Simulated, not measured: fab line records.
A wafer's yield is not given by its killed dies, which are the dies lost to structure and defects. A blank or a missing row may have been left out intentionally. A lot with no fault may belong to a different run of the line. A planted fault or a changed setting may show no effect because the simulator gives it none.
Which tool did it? :: flow gf180mcu :: 42 wafers from 14 lots sampled at 4 of the route's 602 steps

== WHAT THE GAUGES SHOWED, per wafer ==
GF_V3_THK_MEAS_03.
lot: L117
measured: day 21 05:21
on: film-metro-01
V3_CVD_02_THK (nm): 843 846 860

lot: L119
measured: day 21 22:28
on: film-metro-01
V3_CVD_02_THK (nm): 846 828 843

lot: L120
measured: day 22 04:20
on: film-metro-01
V3_CVD_02_THK (nm): 844 857 866

lot: L121
measured: day 22 13:47
on: film-metro-01
V3_CVD_02_THK (nm): 845 851 861

lot: L122
measured: day 22 21:00
on: film-metro-01
V3_CVD_02_THK (nm): 848 853 857

lot: L125
measured: day 24 02:14
on: film-metro-03
V3_CVD_02_THK (nm): 842 857 867

lot: L129
measured: day 25 05:59
on: film-metro-03
V3_CVD_02_THK (nm): 841 848 859

lot: L130
measured: day 25 21:59
on: film-metro-01
V3_CVD_02_THK (nm): 834 860 852

lot: L132
measured: day 26 17:17
on: film-metro-01
V3_CVD_02_THK (nm): 829 837 838

lot: L133
measured: day 26 18:25
on: film-metro-01
V3_CVD_02_THK (nm): 832 836 841

lot: L134
measured: day 27 01:16
on: film-metro-01
V3_CVD_02_THK (nm): 832 836 843

lot: L136
measured: day 27 10:37
on: film-metro-02
V3_CVD_02_THK (nm): 844 844 849

lot: L135
measured: day 27 12:24
on: film-metro-03
V3_CVD_02_THK (nm): 834 824 851

lot: L137
measured: day 27 17:09
on: film-metro-01
V3_CVD_02_THK (nm): 833 859 857

GF_M4_OVL_MEAS_15.
lot: L117
measured: day 23 06:47
on: overlay-02
M4_OVL (nm): 2 1 4

lot: L119
measured: day 23 23:01
on: overlay-02
M4_OVL (nm): -14 -9 -8

lot: L120
measured: day 24 02:26
on: overlay-02
M4_OVL (nm): -17 -6 -7

lot: L121
measured: day 24 12:41
on: overlay-02
M4_OVL (nm): -9 -3 -8

lot: L122
measured: day 24 18:44
on: overlay-01
M4_OVL (nm): -1 3 7

lot: L125
measured: day 25 23:04
on: overlay-01
M4_OVL (nm): -7 6 3

lot: L129
measured: day 27 00:50
on: overlay-02
M4_OVL (nm): -1 0 2

lot: L130
measured: day 27 16:20
on: overlay-02
M4_OVL (nm): -3 -6 -11

lot: L132
measured: day 28 11:20
on: overlay-01
M4_OVL (nm): 1 3 -6

lot: L133
measured: day 28 11:59
on: overlay-02
M4_OVL (nm): -7 -6 -8

lot: L134
measured: day 28 19:20
on: overlay-01
M4_OVL (nm): 8 -2 2

lot: L136
measured: day 29 04:52
on: overlay-02
M4_OVL (nm): 1 3 -2

lot: L135
measured: day 29 06:32
on: overlay-01
M4_OVL (nm): 1 -1 5

lot: L137
measured: day 29 10:18
on: overlay-02
M4_OVL (nm): -4 -2 -4

GF_V4_THK_MEAS_01.
lot: L117
measured: day 23 07:32
on: film-metro-02
V4_CVD_00_THK (nm): 597 594 597

lot: L119
measured: day 23 23:50
on: film-metro-02
V4_CVD_00_THK (nm): 598 596 596

lot: L120
measured: day 24 03:12
on: film-metro-02
V4_CVD_00_THK (nm): 602 598 603

lot: L121
measured: day 24 13:27
on: film-metro-01
V4_CVD_00_THK (nm): 600 594 608

lot: L122
measured: day 24 19:29
on: film-metro-01
V4_CVD_00_THK (nm): 610 600 605

lot: L125
measured: day 25 23:59
on: film-metro-04
V4_CVD_00_THK (nm): 599 608 595

lot: L129
measured: day 27 01:44
on: film-metro-02
V4_CVD_00_THK (nm): 612 605 601

lot: L130
measured: day 27 17:05
on: film-metro-02
V4_CVD_00_THK (nm): 604 608 609

lot: L132
measured: day 28 12:05
on: film-metro-02
V4_CVD_00_THK (nm): 608 604 607

lot: L133
measured: day 28 12:45
on: film-metro-04
V4_CVD_00_THK (nm): 595 601 602

lot: L134
measured: day 28 20:05
on: film-metro-02
V4_CVD_00_THK (nm): 601 601 597

lot: L136
measured: day 29 05:37
on: film-metro-01
V4_CVD_00_THK (nm): 595 598 605

lot: L135
measured: day 29 07:17
on: film-metro-02
V4_CVD_00_THK (nm): 609 599 601

lot: L137
measured: day 29 11:05
on: film-metro-01
V4_CVD_00_THK (nm): 597 607 605

== TOOL THAT RAN EACH LOT (tool first, then ch and the chambers of the sampled wafers, then the start) ==
lot: L117
GF_M4_SPUTTER_04: pvd-sputter-03, day 22 07:42

lot: L119
GF_M4_SPUTTER_04: pvd-sputter-01, day 23 00:19

lot: L120
GF_M4_SPUTTER_04: pvd-sputter-02, day 23 04:30

lot: L121
GF_M4_SPUTTER_04: pvd-sputter-02, day 23 14:25

lot: L122
GF_M4_SPUTTER_04: pvd-sputter-03, day 23 21:33

lot: L125
GF_M4_SPUTTER_04: pvd-sputter-03, day 25 02:02

lot: L129
GF_M4_SPUTTER_04: pvd-sputter-01, day 26 04:04

lot: L130
GF_M4_SPUTTER_04: pvd-sputter-03, day 26 20:30

lot: L132
GF_M4_SPUTTER_04: pvd-sputter-01, day 27 15:04

lot: L133
GF_M4_SPUTTER_04: pvd-sputter-03, day 27 16:01

lot: L134
GF_M4_SPUTTER_04: pvd-sputter-02, day 27 23:21

lot: L136
GF_M4_SPUTTER_04: pvd-sputter-03, day 28 09:13

lot: L135
GF_M4_SPUTTER_04: pvd-sputter-01, day 28 10:43

lot: L137
GF_M4_SPUTTER_04: pvd-sputter-03, day 28 15:51
- GF_M4_SPUTTER_04: material TiN, target thk 50 nm, time 41.7 s.

== WHAT THE TOOLS THEMSELVES READ (means of the sampled wafers that have a number; where no wafer has one, the mark that the record gives instead) ==
GF_M4_SPUTTER_04.
lot: L117
tool: pvd-sputter-03
cathode-dc-power-W (W): 6499.8
chamber-pressure-pa (Pa): 0.4002
throttle-valve-pct (%): 29.5

lot: L119
tool: pvd-sputter-01
cathode-dc-power-W (W): 6499.9
chamber-pressure-pa (Pa): 0.4003
throttle-valve-pct (%): 30.4

lot: L120
tool: pvd-sputter-02
cathode-dc-power-W (W): 6499.4
chamber-pressure-pa (Pa): 0.3994
throttle-valve-pct (%): 29.3

lot: L121
tool: pvd-sputter-02
cathode-dc-power-W (W): 6500.3
chamber-pressure-pa (Pa): 0.3998
throttle-valve-pct (%): 30.1

lot: L122
tool: pvd-sputter-03
cathode-dc-power-W (W): 6500.0
chamber-pressure-pa (Pa): 0.4004
throttle-valve-pct (%): 29.9

lot: L125
tool: pvd-sputter-03
cathode-dc-power-W (W): 6498.8
chamber-pressure-pa (Pa): 0.4003
throttle-valve-pct (%): 30.2

lot: L129
tool: pvd-sputter-01
cathode-dc-power-W (W): 6499.5
chamber-pressure-pa (Pa): 0.4004
throttle-valve-pct (%): 30.7

lot: L130
tool: pvd-sputter-03
cathode-dc-power-W (W): 6500.2
chamber-pressure-pa (Pa): 0.4002
throttle-valve-pct (%): 29.7

lot: L132
tool: pvd-sputter-01
cathode-dc-power-W (W): 6499.5
chamber-pressure-pa (Pa): 0.3992
throttle-valve-pct (%): 30.4

lot: L133
tool: pvd-sputter-03
cathode-dc-power-W (W): 5629.0
chamber-pressure-pa (Pa): 0.3993
throttle-valve-pct (%): 31.1

lot: L134
tool: pvd-sputter-02
cathode-dc-power-W (W): 6499.6
chamber-pressure-pa (Pa): 0.4000
throttle-valve-pct (%): 30.2

lot: L136
tool: pvd-sputter-03
cathode-dc-power-W (W): 5628.3
chamber-pressure-pa (Pa): 0.4001
throttle-valve-pct (%): 29.7

lot: L135
tool: pvd-sputter-01
cathode-dc-power-W (W): 6499.4
chamber-pressure-pa (Pa): 0.3995
throttle-valve-pct (%): 30.7

lot: L137
tool: pvd-sputter-03
cathode-dc-power-W (W): 5628.4
chamber-pressure-pa (Pa): 0.4003
throttle-valve-pct (%): 29.0

== THE ANSWER, worked out from the rows above alone ==
Rule: what is usual is taken from the lots themselves. The widest of any qualifying gaps counts: lots, ordered by their means at a reading, are off when they make up no more than a third of the lots, leave a main group of 4 or more, and stand apart from it by 3 or more times the standard deviation of that group's means. A main group whose means are all the same, to the digits that the tables above print for the reading, isn't used. A lot without any number at a reading at which 4 lots or more have one is off too. The other lots that the step has rows for count as sound. The gauges are gone through in route order, then the tools' own readings, and for those a lot's mean is taken as printed above. At the first step where some lot is off, the reading lying furthest off is the one used; lots without a number count as furthest.
Off: L133, L136, L137, at GF_M4_SPUTTER_04 (cathode-dc-power-W). Mean 6499.7 W and standard deviation 0.41 in the main group.
If a tool, at that step or one of the process steps before it, ran each lot that is off and ran no sound lot following the first of them, it fits. One fits: GF_M4_SPUTTER_04 on pvd-sputter-03. Its last sound lot is L130 (day 26 20:30), its first lot that is off L133 (day 27 16:01): a fault that began between those two fits.
The tool's own readings at GF_M4_SPUTTER_04 bear it out: on the lots that are off they differ by more than 5 times the standard deviation of the sound lots' means. cathode-dc-power-W reads 5628.6 W there against 6499.7 W on the sound lots.

== WHAT HAD BEEN PUT IN BY THE SIMULATOR ==
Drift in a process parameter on pvd-sputter-03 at GF_M4_SPUTTER_04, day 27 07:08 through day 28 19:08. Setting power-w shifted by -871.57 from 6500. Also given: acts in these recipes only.
Shown lots that were struck: L133, L136, L137. Same finding as the rule above.
